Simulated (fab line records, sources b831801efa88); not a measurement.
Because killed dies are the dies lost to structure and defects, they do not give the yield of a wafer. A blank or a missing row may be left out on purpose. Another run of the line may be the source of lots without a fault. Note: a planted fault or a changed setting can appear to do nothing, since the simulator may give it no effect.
fab line records	flow sky130
record lots=14	wafers=42	last_day=50
route steps=708 shown METAL1@452 VIA1@478 METAL2@485
lots untouched by any fault: they come from a run of this same line in which no faults occurred
start_h: start of the lot's first displayed wafer, in hours after the record's first day	wait_h: hours since the lot's step before	" identical to the entry in the row above	L1.1+2: a row that stands for several wafers	- value missing, or start not given	* or withheld: withheld	< > ~ a bound
route shown NAME@n: NAME is a module with steps in the file, n the number in the route of the first one	usual: mean and standard deviation over wafers with no fault	same: alike in all rows	chamber/n: place in a boat	sites: readings site by site	_std_site: how widely they spread, as a standard deviation	_edge_site: inner sites' mean taken away from outer sites' mean	radius_mm: how far each site lies from the wafer's centre	mask NAME#n: copy n	behind: tool/chamber where the wafer was last shaped	hold: cause of the lot's hold/its duration in hours/its outcome	device: the n, p or np transistor that did not switch	end of line: the tests these same wafers got at the end of their route	for a step that has no rows: nothing shown but its recipe	killed: dies lost to structure and defects at the first sort, not the wafer's yield	map: shows each die of a wafer: x if killed, . if not, _ if none is there
set.NAME: the run value of the setting; set.NAME@STEP: its run value at that earlier step	model.NAME: the simulator's own value behind a step, which no gauge read
steps of the route over a sample of lots; a table a step, a row a wafer
services: a tool's chamber out of use, with start hour (start_h, from the record's first day; less than 0 if before it), hours out, and reason
## steps
# step SKY_METAL1_ETCH_18
# recipe chemistry=N2/H2	target=BARC	ion_energy_ev=200	bias_w=100	pressure_mtorr=30	n2_flow_sccm=100	h2_flow_sccm=200	icp_w=500	stop_on=SiO2	time_s=45.9	target_depth_a=600
# usual drypump_motor_current_A=5.9/0.5	oes_product_au=0.855/0.0047	throttle_valve_pct=13.226/0.0082
lot.wafer	tool	chamber	start_h	wait_h	drypump_motor_current_A	oes_product_au	rf_hours_counter_h	throttle_valve_pct
L857.2	rie_metal-04	1	777.83	0.0	6.0	0.856	0	13.223
L857.4	"	0	"	"	6.5	0.852	-	13.225
L857.6	"	0	"	"	6.5	0.854	-	13.221
L860.4	rie_metal-01	0	795.72	0.0	4.9	0.856	-	13.239
L860.5	"	1	"	"	5.7	0.854	-	13.232
L860.6	"	0	"	"	4.9	0.848	-	13.230
L859.1	rie_metal-04	0	798.20	0.0	6.5	0.855	9	13.231
L859.2	"	1	"	"	6.0	0.847	1	13.220
L859.5	"	1	"	"	5.9	0.865	-	13.228
L861.1	rie_metal-01	0	807.05	0.0	4.9	0.851	4	13.219
L861.4	"	0	"	"	4.9	0.855	-	13.226
L861.5	"	0	"	"	4.9	0.849	-	13.232
L863.2	rie_metal-01	0	820.04	0.0	4.9	0.857	5	13.234
L863.4	"	1	"	"	5.7	0.862	-	13.209
L863.6	"	0	"	"	4.9	0.853	-	13.244
L865.1	rie_metal-04	0	833.15	0.0	6.5	0.859	10	13.212
L865.2	"	1	"	"	6.0	0.855	2	13.227
L865.5	"	0	"	"	6.5	0.843	-	13.223
L866.2	rie_metal-03	0	849.09	0.0	5.5	0.853	9	13.224
L866.5	"	0	"	"	5.5	0.854	-	13.231
L866.6	"	1	"	"	5.9	0.848	-	13.222
L867.2	rie_metal-03	0	852.25	0.0	5.6	0.856	9	13.227
L867.3	"	0	"	"	5.6	0.860	-	13.221
L867.4	"	1	"	"	6.0	0.854	-	13.219
L868.1	rie_metal-04	0	860.69	0.0	6.5	0.852	11	13.231
L868.2	"	1	"	"	6.0	0.852	3	13.222
L868.5	"	1	"	"	6.0	0.854	-	13.223
L869.1	rie_metal-01	1	872.74	0.0	5.7	0.858	8	13.220
L869.3	"	1	"	"	5.7	0.860	-	13.220
L869.5	"	0	"	"	4.9	0.851	-	13.227
L875.1	rie_metal-04	0	912.09	0.0	6.4	0.852	13	13.230
L875.3	"	1	"	"	5.9	0.859	-	13.217
L875.4	"	0	"	"	6.5	0.856	-	13.204
L876.2	rie_metal-01	0	912.21	0.0	4.9	0.850	8	13.228
L876.3	"	0	"	"	4.9	0.863	-	13.214
L876.6	"	0	"	"	4.9	0.843	-	13.223
L878.2	rie_metal-03	1	924.79	0.0	5.9	0.850	5	13.209
L878.3	"	1	"	"	6.0	0.852	-	13.242
L878.5	"	0	"	"	5.5	0.859	-	13.222
L879.1	rie_metal-04	1	934.08	0.0	6.0	0.852	7	13.225
L879.2	"	0	"	"	6.4	0.861	15	13.233
L879.3	"	1	"	"	6.0	0.849	-	13.230
# step SKY_VIA1_SPUTTER_20
# recipe material=TiN	target_thk_nm=20	chamber_pressure_pa=5	power_w=4000	time_s=80
# usual cathode_dc_power_W=4000.0/0.79	chamber_pressure_pa=4.999/0.01	throttle_valve_pct=30.1/0.91
lot.wafer	tool	chamber	start_h	wait_h	cathode_dc_power_W	chamber_pressure_pa	throttle_valve_pct
L857.2	pvd_sputter-02	-	807.33	0.0	3998.9	4.992	29.3
L857.4	"	-	"	"	4001.0	5.012	29.0
L857.6	"	-	"	"	4000.6	4.984	29.4
L860.4	pvd_sputter-04	-	824.61	0.0	4000.8	4.988	31.3
L860.5	"	-	"	"	3998.9	4.990	29.5
L860.6	"	-	"	"	4000.2	4.986	30.6
L859.1	pvd_sputter-03	-	827.04	0.0	3999.7	4.996	30.4
L859.2	"	-	"	"	4001.2	4.997	31.6
L859.5	"	-	"	"	4000.2	5.014	31.9
L861.1	pvd_sputter-02	-	835.68	0.0	4000.3	5.000	29.9
L861.4	"	-	"	"	3998.8	5.010	29.2
L861.5	"	-	"	"	4000.1	5.006	29.3
L863.2	pvd_sputter-04	-	847.71	0.0	4001.1	5.021	29.1
L863.4	"	-	"	"	4001.2	5.004	29.2
L863.6	"	-	"	"	4000.5	5.010	31.0
L865.1	pvd_sputter-02	-	860.92	0.0	4000.4	4.985	29.7
L865.2	"	-	"	"	3999.5	4.992	29.3
L865.5	"	-	"	"	3999.6	5.001	30.0
L866.2	pvd_sputter-02	-	876.04	0.0	3999.9	5.003	29.1
L866.5	"	-	"	"	4001.2	5.003	29.7
L866.6	"	-	"	"	3999.6	5.004	29.0
L867.2	pvd_sputter-04	-	880.79	0.0	4000.6	4.996	30.4
L867.3	"	-	"	"	4000.9	5.000	31.1
L867.4	"	-	"	"	3999.6	4.988	30.9
L868.1	pvd_sputter-04	-	888.39	0.0	3999.7	4.995	29.2
L868.2	"	-	"	"	4001.0	4.999	31.1
L868.5	"	-	"	"	4000.0	4.990	30.7
L869.1	pvd_sputter-04	-	900.39	0.0	4001.0	4.988	30.5
L869.3	"	-	"	"	3999.7	5.003	30.6
L869.5	"	-	"	"	3999.6	4.995	29.1
L875.1	pvd_sputter-04	-	938.39	0.0	3999.4	4.990	30.8
L875.3	"	-	"	"	3999.8	5.006	29.3
L875.4	"	-	"	"	4001.0	5.000	30.4
L876.2	pvd_sputter-04	-	940.43	0.0	4001.2	5.006	29.5
L876.3	"	-	"	"	3999.1	5.004	31.1
L876.6	"	-	"	"	4000.5	5.010	29.3
L878.2	pvd_sputter-02	-	951.49	0.0	4000.8	4.985	29.0
L878.3	"	-	"	"	3998.8	5.000	28.9
L878.5	"	-	"	"	4000.3	4.990	29.2
L879.1	pvd_sputter-04	-	960.89	0.0	3999.6	5.033	30.8
L879.2	"	-	"	"	4000.2	5.009	30.9
L879.3	"	-	"	"	3999.9	4.983	30.4
# step SKY_VIA1_RS_MEAS_22
# recipe thk_meas_gauge=four-point-probe	reads=W_of_VIA1_CVD_21+TiN_of_VIA1_SPUTTER_20
# usual VIA1_W_RS=0.427/0.0052
lot.wafer	tool	chamber	start_h	wait_h	VIA1_W_RS[ohm/sq]
L857.2	film_metro-03	-	807.50	0.1	0.423
L857.4	"	-	"	"	0.425
L857.6	"	-	"	"	0.422
L860.4	film_metro-01	-	824.82	0.1	0.421
L860.5	"	-	"	"	0.423
L860.6	"	-	"	"	0.428
L859.1	film_metro-04	-	827.19	0.1	0.423
L859.2	"	-	"	"	0.424
L859.5	"	-	"	"	0.425
L861.1	film_metro-03	-	835.83	0.1	0.419
L861.4	"	-	"	"	0.424
L861.5	"	-	"	"	0.417
L863.2	film_metro-01	-	847.89	0.1	0.420
L863.4	"	-	"	"	0.423
L863.6	"	-	"	"	0.421
L865.1	film_metro-03	-	861.13	0.1	0.417
L865.2	"	-	"	"	0.428
L865.5	"	-	"	"	0.420
L866.2	film_metro-03	-	876.21	0.1	0.431
L866.5	"	-	"	"	0.431
L866.6	"	-	"	"	0.423
L867.2	film_metro-03	-	880.96	0.1	0.438
L867.3	"	-	"	"	0.437
L867.4	"	-	"	"	0.426
L868.1	film_metro-04	-	888.54	0.1	0.420
L868.2	"	-	"	"	0.436
L868.5	"	-	"	"	0.422
L869.1	film_metro-04	-	900.54	0.1	0.431
L869.3	"	-	"	"	0.437
L869.5	"	-	"	"	0.431
L875.1	film_metro-03	-	938.55	0.1	0.423
L875.3	"	-	"	"	0.428
L875.4	"	-	"	"	0.431
L876.2	film_metro-03	-	940.61	0.1	0.424
L876.3	"	-	"	"	0.429
L876.6	"	-	"	"	0.421
L878.2	film_metro-03	-	951.66	0.1	0.427
L878.3	"	-	"	"	0.427
L878.5	"	-	"	"	0.423
L879.1	film_metro-01	-	961.05	0.1	0.426
L879.2	"	-	"	"	0.424
L879.3	"	-	"	"	0.424
# step SKY_METAL2_SPUTTER_02
# recipe material=AlCu	target_thk_nm=250	power_w=10600	time_s=13.3	chamber_pressure_pa=0.4
# usual cathode_dc_power_W=10600/2	chamber_pressure_pa=0.3999/0.00081	throttle_valve_pct=30.4/0.93
lot.wafer	tool	chamber	start_h	wait_h	cathode_dc_power_W	chamber_pressure_pa	throttle_valve_pct
L857.2	pvd_sputter-04	-	808.01	0.0	10598	0.3996	29.1
L857.4	"	-	"	"	10603	0.4005	30.6
L857.6	"	-	"	"	10597	0.3996	30.6
L860.4	pvd_sputter-04	-	825.29	0.0	10600	0.3994	29.4
L860.5	"	-	"	"	10601	0.3992	29.3
L860.6	"	-	"	"	10601	0.3996	30.9
L859.1	pvd_sputter-01	-	827.72	0.0	10602	0.4008	29.8
L859.2	"	-	"	"	10598	0.3995	28.4
L859.5	"	-	"	"	10600	0.3992	30.7
L861.1	pvd_sputter-03	-	836.36	0.0	10603	0.4002	30.7
L861.4	"	-	"	"	10599	0.3996	31.5
L861.5	"	-	"	"	10600	0.3996	31.5
L863.2	pvd_sputter-01	-	848.39	0.0	10599	0.3997	28.7
L863.4	"	-	"	"	10599	0.3998	30.7
L863.6	"	-	"	"	10601	0.3994	28.9
L865.1	pvd_sputter-03	-	861.66	0.0	10600	0.3999	30.8
L865.2	"	-	"	"	10600	0.3993	31.8
L865.5	"	-	"	"	10603	0.3998	31.6
L866.2	pvd_sputter-01	-	876.72	0.0	10600	0.3997	30.5
L866.5	"	-	"	"	10600	0.4001	30.6
L866.6	"	-	"	"	10599	0.4013	28.6
L867.2	pvd_sputter-04	-	881.47	0.0	10600	0.3989	30.3
L867.3	"	-	"	"	10602	0.4004	29.4
L867.4	"	-	"	"	10597	0.3995	30.7
L868.1	pvd_sputter-04	-	889.07	0.0	10597	0.3987	31.0
L868.2	"	-	"	"	10599	0.4004	29.2
L868.5	"	-	"	"	10600	0.4006	31.0
L869.1	pvd_sputter-04	-	901.10	0.0	10599	0.3998	30.6
L869.3	"	-	"	"	10600	0.3992	31.1
L869.5	"	-	"	"	10600	0.4003	30.8
L875.1	pvd_sputter-01	-	939.07	0.0	10599	0.3993	29.9
L875.3	"	-	"	"	10598	0.4018	29.8
L875.4	"	-	"	"	10596	0.4006	28.7
L876.2	pvd_sputter-04	-	941.11	0.0	10600	0.3993	31.0
L876.3	"	-	"	"	10599	0.4007	30.7
L876.6	"	-	"	"	10600	0.3992	28.9
L878.2	pvd_sputter-03	-	952.17	0.0	10601	0.3998	30.7
L878.3	"	-	"	"	10603	0.3997	31.6
L878.5	"	-	"	"	10602	0.3998	31.7
L879.1	pvd_sputter-03	-	961.57	0.0	10600	0.4012	30.9
L879.2	"	-	"	"	10601	0.3990	31.8
L879.3	"	-	"	"	10601	0.4002	31.6
# step SKY_METAL2_RS_MEAS_05
# recipe thk_meas_gauge=four-point-probe	reads=TiN_of_METAL2_SPUTTER_04+Ti_of_METAL2_SPUTTER_03+AlCu_of_METAL2_SPUTTER_02+TiN_of_METAL2_SPUTTER_01+Ti_of_METAL2_SPUTTER_00
# usual METAL2_ALCU_RS=0.1264/0.0016
lot.wafer	tool	chamber	start_h	wait_h	METAL2_ALCU_RS[ohm/sq]
L857.2	film_metro-02	-	808.12	0.0	0.1246
L857.4	"	-	"	"	0.1235
L857.6	"	-	"	"	0.1258
L860.4	film_metro-02	-	825.44	0.1	0.1269
L860.5	"	-	"	"	0.1262
L860.6	"	-	"	"	0.1274
L859.1	film_metro-02	-	827.81	0.0	0.1276
L859.2	"	-	"	"	0.1284
L859.5	"	-	"	"	0.1260
L861.1	film_metro-02	-	836.45	0.0	0.1281
L861.4	"	-	"	"	0.1289
L861.5	"	-	"	"	0.1293
L863.2	film_metro-01	-	848.51	0.0	0.1248
L863.4	"	-	"	"	0.1241
L863.6	"	-	"	"	0.1254
L865.1	film_metro-01	-	861.75	0.0	0.1276
L865.2	"	-	"	"	0.1250
L865.5	"	-	"	"	0.1251
L866.2	film_metro-02	-	876.83	0.0	0.1245
L866.5	"	-	"	"	0.1247
L866.6	"	-	"	"	0.1261
L867.2	film_metro-01	-	881.58	0.0	0.1244
L867.3	"	-	"	"	0.1253
L867.4	"	-	"	"	0.1256
L868.1	film_metro-01	-	889.16	0.0	0.1259
L868.2	"	-	"	"	0.1268
L868.5	"	-	"	"	0.1253
L869.1	film_metro-01	-	901.19	0.0	0.1251
L869.3	"	-	"	"	0.0679
L869.5	"	-	"	"	0.1248
L875.1	film_metro-01	-	939.16	0.0	0.1258
L875.3	"	-	"	"	0.1260
L875.4	"	-	"	"	0.1252
L876.2	film_metro-03	-	941.22	0.0	0.0682
L876.3	"	-	"	"	0.0675
L876.6	"	-	"	"	0.1255
L878.2	film_metro-03	-	952.28	0.0	0.1250
L878.3	"	-	"	"	0.1217
L878.5	"	-	"	"	0.1220
L879.1	film_metro-02	-	961.67	0.0	0.1285
L879.2	"	-	"	"	0.1294
L879.3	"	-	"	"	0.1264
# step SKY_METAL2_THK_MEAS_06
# recipe thk_meas_gauge=xrf	reads=AlCu_of_METAL2_SPUTTER_02
# usual METAL2_ALCU_THK=251/3.5
lot.wafer	tool	chamber	start_h	wait_h	METAL2_ALCU_THK[nm]
L857.2	film_metro-02	-	808.23	0.1	257
L857.4	"	-	"	"	259
L857.6	"	-	"	"	253
L860.4	film_metro-02	-	825.53	0.1	252
L860.5	"	-	"	"	254
L860.6	"	-	"	"	252
L859.1	film_metro-02	-	827.93	0.1	252
L859.2	"	-	"	"	250
L859.5	"	-	"	"	253
L861.1	film_metro-02	-	836.57	0.1	251
L861.4	"	-	"	"	248
L861.5	"	-	"	"	248
L863.2	film_metro-01	-	848.62	0.1	253
L863.4	"	-	"	"	254
L863.6	"	-	"	"	254
L865.1	film_metro-01	-	861.87	0.1	248
L865.2	"	-	"	"	251
L865.5	"	-	"	"	253
L866.2	film_metro-02	-	876.94	0.1	259
L866.5	"	-	"	"	256
L866.6	"	-	"	"	255
L867.2	film_metro-01	-	881.69	0.1	253
L867.3	"	-	"	"	251
L867.4	"	-	"	"	251
L868.1	film_metro-01	-	889.28	0.1	253
L868.2	"	-	"	"	250
L868.5	"	-	"	"	253
L869.1	film_metro-01	-	901.31	0.1	253
L869.3	"	-	"	"	460
L869.5	"	-	"	"	254
L875.1	film_metro-01	-	939.28	0.1	252
L875.3	"	-	"	"	250
L875.4	"	-	"	"	250
L876.2	film_metro-03	-	941.33	0.1	457
L876.3	"	-	"	"	462
L876.6	"	-	"	"	251
L878.2	film_metro-03	-	952.39	0.1	251
L878.3	"	-	"	"	256
L878.5	"	-	"	"	257
L879.1	film_metro-02	-	961.79	0.1	250
L879.2	"	-	"	"	248
L879.3	"	-	"	"	252
# step SKY_METAL2_METAL_ETCH_19
# recipe target_depth_a=3600	stop_on=SiO2	over_etch_frac=0.3	time_s=78	chemistry=Cl2/BCl3	resist_sidewall_deg=88	pressure_mtorr=10	icp_w=900	bias_w=48.5	Cl2_flow_sccm=60	bcl3_flow_sccm=30
# usual drypump_motor_current_A=5.7/0.53	oes_product_au=0.855/0.0055	throttle_valve_pct=22.265/0.0085
# same over_etch_frac=0.3
lot.wafer	tool	chamber	start_h	wait_h	drypump_motor_current_A	oes_product_au	rf_hours_counter_h	throttle_valve_pct
L857.2	rie_metal-01	0	834.82	0.0	4.8	0.856	5	22.258
L857.4	"	0	"	"	4.9	0.842	-	22.254
L857.6	"	0	"	"	4.8	0.858	-	22.269
L860.4	rie_metal-02	0	851.79	0.1	6.3	0.860	-	22.267
L860.5	"	0	"	"	6.4	0.854	-	22.271
L860.6	"	0	"	"	6.4	0.846	-	22.256
L859.1	rie_metal-01	1	853.50	0.0	5.7	0.848	8	22.277
L859.2	"	0	"	"	4.9	0.841	6	22.254
L859.5	"	0	"	"	4.9	0.854	-	22.258
L861.1	rie_metal-01	1	861.90	0.0	5.7	0.848	8	22.248
L861.4	"	1	"	"	5.7	0.852	-	22.266
L861.5	"	0	"	"	4.9	0.855	-	22.269
L863.2	rie_metal-01	1	874.50	0.0	5.7	0.861	8	22.257
L863.4	"	1	"	"	5.7	0.865	-	22.260
L863.6	"	0	"	"	4.9	0.857	-	22.260
L865.1	rie_metal-01	1	887.96	0.0	5.7	0.851	9	22.259
L865.2	"	0	"	"	4.9	0.852	7	22.253
L865.5	"	0	"	"	4.9	0.854	-	22.260
L866.2	rie_metal-01	1	902.21	0.0	5.7	0.852	10	22.268
L866.5	"	0	"	"	4.9	0.854	-	22.265
L866.6	"	1	"	"	5.7	0.857	-	22.263
L867.2	rie_metal-02	1	907.31	0.0	5.5	0.861	2	22.270
L867.3	"	1	"	"	5.5	0.848	-	22.267
L867.4	"	0	"	"	6.4	0.856	-	22.257
L868.1	rie_metal-02	0	914.51	0.0	6.4	0.859	13	22.256
L868.2	"	1	"	"	5.5	0.862	2	22.257
L868.5	"	1	"	"	5.5	0.855	-	22.254
L869.1	rie_metal-02	1	925.25	0.0	5.5	0.856	3	22.258
L869.3	"	0	"	"	6.4	1.003	-	22.256
L869.5	"	0	"	"	6.4	0.861	-	22.258
L875.1	rie_metal-03	0	963.96	0.1	5.5	0.855	14	22.273
L875.3	"	0	"	"	5.5	0.851	-	22.272
L875.4	"	0	"	"	5.5	0.859	-	22.280
L876.2	rie_metal-02	0	966.20	0.0	6.4	1.002	15	22.277
L876.3	"	1	"	"	5.5	0.998	-	22.267
L876.6	"	0	"	"	6.4	0.863	-	22.281
L878.2	rie_metal-02	1	976.95	0.0	5.5	0.865	6	22.265
L878.3	"	0	"	"	6.3	0.843	-	22.252
L878.5	"	1	"	"	5.5	0.849	-	22.279
L879.1	rie_metal-02	1	985.61	0.0	5.5	0.845	6	22.261
L879.2	"	0	"	"	6.4	0.844	16	22.253
L879.3	"	1	"	"	5.5	0.856	-	22.268
## services
tool	chamber	start_h	hours	kind
rie_metal-03	1	756.82	-	clean
rie_metal-03	1	756.82	28.7	scheduled_down
rie_metal-03	1	756.82	28.7	vent_cycle
pvd_sputter-02	-	763.99	2.8	repair
rie_metal-04	-	828.11	2.8	pm
pvd_sputter-04	2	830.43	-	consumable_replace:kit
pvd_sputter-04	2	830.43	18.0	scheduled_down
pvd_sputter-04	2	830.43	18.0	vent_cycle
pvd_sputter-03	-	830.85	1.2	repair
rie_metal-03	1	840.40	2.4	repair
rie_metal-02	1	848.24	-	clean
rie_metal-02	1	848.24	18.5	scheduled_down
rie_metal-02	1	848.24	18.5	vent_cycle
rie_metal-02	-	870.06	1.5	repair
pvd_sputter-03	-	871.82	5.3	repair
pvd_sputter-01	-	878.05	16.1	repair
rie_metal-01	-	912.37	2.8	pm
rie_metal-01	-	920.22	0.5	repair
pvd_sputter-03	-	940.61	5.2	repair
pvd_sputter-02	1	941.48	-	consumable_replace:kit
pvd_sputter-02	1	941.48	18.0	scheduled_down
pvd_sputter-02	1	941.48	18.0	vent_cycle
pvd_sputter-03	-	944.92	1.8	repair
rie_metal-03	1	948.72	16.2	repair
## key
first_sign step=SKY_METAL2_RS_MEAS_05	reading=METAL2_ALCU_RS	direction=down	sigmas=37	usual=0.1264	struck=0.0679
effect step=SKY_METAL2_THK_MEAS_06	reading=METAL2_ALCU_THK	direction=up	sigmas=59	usual=251	struck=460
effect step=SKY_METAL2_METAL_ETCH_19	reading=oes_product_au	direction=up	sigmas=27	usual=0.855	struck=1.001
met_at SKY_METAL2_SPUTTER_02
struck_lots L869,L876
struck_wafers L869.3,L876.2,L876.3
later_rows_left_out L869.3,L876.2,L876.3
sort_left_out L869.3,L876.2,L876.3
not_acting_at SKY_METAL1_ETCH_18,SKY_VIA1_SPUTTER_20,SKY_VIA1_RS_MEAS_22
onset_between 889.07 901.10
fault kind=process_parameter_drift	tool=pvd_sputter-04	chamber=-	onset_h=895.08	steps=SKY_METAL2_SPUTTER_02	channel=target_thk_nm	offset=209.72	shape=step	end_h=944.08	scope=struck_wafers_only	acts_in=these_recipes_only	stated=250
# sort_left_out: the simulated sort isn't trusted on such a fault, so these wafers' sort isn't shown, and their yield isn't known
# later_rows_left_out: the simulator's readings of these wafers behind a module that went badly wrong aren't trusted and aren't shown, but for the sort
